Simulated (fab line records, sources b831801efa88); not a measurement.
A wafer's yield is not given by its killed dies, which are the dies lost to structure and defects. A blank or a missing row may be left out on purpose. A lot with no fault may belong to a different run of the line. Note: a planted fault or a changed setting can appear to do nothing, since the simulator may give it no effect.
Matching of chambers	flow gf180mcu	GF_V2_ETCH_16 on rieDiel-02 has 4 sister chambers
The step etches BARC in N2/H2. 8 wafers are shown with their chamber, then 8 later ones without.

== WAFERS WITH THEIR CHAMBER ==
wafer	chamber	drypumpMotorCurrentA (A)	oesProductAu (a.u.)
L683.1	2	5.5	0.847
L684.3	0	6.2	0.852
L690.4	3	5.3	0.860
L690.6	0	6.2	0.853
L691.3	2	5.4	0.861
L691.4	3	5.3	0.847
L691.6	1	4.9	0.854
L692.2	1	4.9	0.858

== WAFERS MISSING THEIR CHAMBER ==
wafer	drypumpMotorCurrentA (A)	oesProductAu (a.u.)
L692.3	5.4	0.856
L692.5	4.9	0.850
L693.2	5.3	0.852
L693.3	6.2	0.857
L693.6	5.5	0.852
L694.1	4.9	0.851
L694.4	5.3	0.856
L694.5	6.2	0.854

== THE CHAMBER EACH PASSED THROUGH ==
wafer	from the rows above	in truth
L692.3	can't be placed: 2 or 3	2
L692.5	1	1
L693.2	3	3
L693.3	0	0
L693.6	2	2
L694.1	1	1
L694.4	3	3
L694.5	0	0
Correctly placed: 7 of 8. Cannot be placed on the basis of these rows: 1; the candidates contain the true chamber in 1. Placed wrongly: 0.
How it was worked out, from the rows above alone: a wafer's distance from a chamber is the root of the sum, over the readings, of the square of ((its reading less the chamber's mean) divided by the reading's scatter). If the next closest chamber is less than 2 further off than the closest, the wafer can't be placed; otherwise it belongs to the closest. The mean given for a chamber averages the wafers shown for that chamber. How the scatter is found: for the shown wafers, subtract from each reading the mean of its chamber, square and add these, divide the total by (wafers less chambers), then take the root.
